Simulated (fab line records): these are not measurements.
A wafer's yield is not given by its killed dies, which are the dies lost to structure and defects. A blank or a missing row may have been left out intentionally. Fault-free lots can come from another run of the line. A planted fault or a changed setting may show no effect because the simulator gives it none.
A lot that was struck, set against a sound lot | flow sfq line | 14 out of 325 route steps
Sound: these wafers, L234.1, L234.2, L234.5. Wafers struck: L237.1, L237.4, L237.5. The cause comes at the end.
Each step with rows lists, per side, the tool, then ch with its chambers, then its first start. Under that, the readings that differ: sound wafers | struck wafers | difference of the means | sigmas: that difference in standard deviations of wafers without a fault.
alike: same words and numbers on both sides, and readings whose means sit less than 2 such deviations apart. not compared: any withheld reading, any reading some wafer has no value for, any bound like >300 that may hide the same value, and any number with overlapping values for which the record gives no deviation.
A row with sigmas, a row that says differs or no value, or rows on one side alone: a step with any of these is where the two part. When numbers do not overlap yet have no deviation, they are printed without sigmas and do not part them. Lack of a reading on every wafer of one side parts them only where that side has two or more wafers.

first, 2 steps without rows for these wafers: SFQ_TRILAYER_I3_VIA_STRIP_SOLV_CLEAN_090 (cleans in NMP, time 600 s); SFQ_TRILAYER_M4_DEP_PRE_CLEAN_092 (time 22.5 s).
SFQ_TRILAYER_M4_DEP_SPUTTER_091: material Nb, target thk 200 nm, time 133.3 s.
  struck on pvd sputter-04, day 51 13:02; sound on pvd sputter-05, day 50 07:16
  alike: cathode dc power W, throttle valve pct
SFQ_M4_RS_MEAS_924: measurement is done with a four-point probe.
  struck on film metro-04, day 51 13:08; sound on film metro-01, day 50 07:22
  reading           | sound             | struck            | difference | sigmas
  M4_NB_RS (ohm/sq) | 0.912 0.917 0.915 | 0.888 0.885 0.879 | -0.031     | -3
then, 6 steps without rows for these wafers: SFQ_TRILAYER_M4_LITHO_COAT_098 (resist thk 62 nm); SFQ_TRILAYER_M4_LITHO_COAT_093 (resist thk 600 nm); SFQ_TRILAYER_M4_LITHO_SOFTBAKE_097; SFQ_TRILAYER_M4_LITHO_EXPOSE_094 (exposes mask M4, target cd 500 nm); SFQ_TRILAYER_M4_LITHO_PEB_096 (peb time 60 s); SFQ_TRILAYER_M4_LITHO_DEVELOP_095 (time 60 s).
-- the record jumps here: 5 days lie between the struck wafers' starts before and after --
SFQ_M4_OVL_MEAS_926:
  struck on overlay-02, day 56 15:53; sound on overlay-01, day 55 18:47
  alike: M4_OVL
SFQ_TRILAYER_M4_BARC_OPEN_METAL_ETCH_123: etches BARC in O2, target depth 125 nm, time 41.7 s.
  sound on rie metal-03 ch 0,1, day 55 18:49; struck on rie metal-03 ch 0, day 56 15:56
  reading                                             | sound             | struck            | difference                    | sigmas
  bias w (W)                                          | 80.49 79.85 79.93 | - - -             | no value on the struck wafers |
  oes product au (a.u.)                               | 0.686 0.684 0.694 | 0.870 0.870 0.866 | +0.181                        | +43
  run length s (s)                                    | 70.3 69.6 70.0    | 58.9 59.2 59.0    | -10.9                         | -35
  model.KrF_of_TRILAYER_M4_LITHO_COAT_093.thk nm (nm) | 525.6 526.6 527   | 534.9 536.3 536.4 | +9.5                          |
  alike: drypump motor current A
  not compared: rf hours counter h
SFQ_TRILAYER_M4_ETCH_METAL_ETCH_096: etches Nb in Cl2/Ar, stops on SiO2, target depth 240 nm, time 120 s.
  sound on rie metal-03 ch 0,1, day 55 18:52; struck on rie metal-03 ch 0, day 56 15:59
  reading                                             | sound             | struck            | difference | sigmas
  model.KrF_of_TRILAYER_M4_LITHO_COAT_093.thk nm (nm) | 385.4 386.9 388.1 | 391.9 393.6 394.7 | +6.6       |
  alike: bias w, drypump motor current A, oes product au, run length s
  not compared: rf hours counter h
SFQ_TRILAYER_M4_STRIP_STRIP_097: strips in O2.
  sound on rie metal-03 ch 0,1, day 55 19:00; struck on rie metal-03 ch 0, day 56 16:07
  alike: drypump motor current A, oes product au
  not compared: rf hours counter h

## WHERE THEY PART
Earliest at SFQ_M4_RS_MEAS_924; latest, in this record, at SFQ_TRILAYER_M4_BARC_OPEN_METAL_ETCH_123. Later steps at which nothing parts them and some readings are alike: SFQ_TRILAYER_M4_ETCH_METAL_ETCH_096, SFQ_TRILAYER_M4_STRIP_STRIP_097.

WHY: what had been put in by the simulator
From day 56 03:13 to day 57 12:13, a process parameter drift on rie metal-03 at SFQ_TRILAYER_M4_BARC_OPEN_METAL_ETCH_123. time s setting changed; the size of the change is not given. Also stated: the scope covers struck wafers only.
